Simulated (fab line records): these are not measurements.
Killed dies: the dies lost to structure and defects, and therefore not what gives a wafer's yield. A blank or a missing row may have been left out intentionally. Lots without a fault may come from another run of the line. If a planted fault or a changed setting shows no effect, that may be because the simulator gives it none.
Which of the tools did it? :: flow sky130 :: 6 lots, 18 wafers sampled, at 1 step of a route of 708

== WHAT THE GAUGES SHOWED, per wafer ==
SKY_NWELL_RS_MEAS_31: the measuring method here is four-point-probe.
lot: L427
measured: day 5 18:35
on: filmMetro-02
PWDE_RS (ohm/sq): 5288 5298 5299

lot: L431
measured: day 6 18:16
on: filmMetro-04
PWDE_RS (ohm/sq): 5246 5255 5244

lot: L433
measured: day 7 07:36
on: filmMetro-04
PWDE_RS (ohm/sq): 5300 5298 5317

lot: L435
measured: day 8 05:56
on: filmMetro-03
PWDE_RS (ohm/sq): 5238 5267 5249

lot: L443
measured: day 10 03:29
on: filmMetro-03
PWDE_RS (ohm/sq): 5300 5270 5273

lot: L446
measured: day 10 15:37
on: filmMetro-04
PWDE_RS (ohm/sq): 5265 5260 5264

== WHAT TOOL EACH LOT RAN ON (gives the tool, then ch and the chambers of the sampled wafers, and finally the start) ==
Before these readings, the record contains no process step.

== THE ANSWER, worked out from the rows above alone ==
Rule: the usual values come from the lots themselves. The widest of any qualifying gaps counts: lots, ordered by their means at a reading, are off when they make up no more than a third of the lots, leave a main group of 4 or more, and stand apart from it by 3 or more times the standard deviation of that group's means. The tables above print the reading to a certain number of digits; a main group whose means all agree to those digits is not used. Also off: a lot with no number at a reading for which 4 or more lots have one. The other lots that the step has rows for count as sound.
No lot is off on any of the readings shown, so nothing can be concluded from this.

== WHAT HAD BEEN PUT IN BY THE SIMULATOR ==
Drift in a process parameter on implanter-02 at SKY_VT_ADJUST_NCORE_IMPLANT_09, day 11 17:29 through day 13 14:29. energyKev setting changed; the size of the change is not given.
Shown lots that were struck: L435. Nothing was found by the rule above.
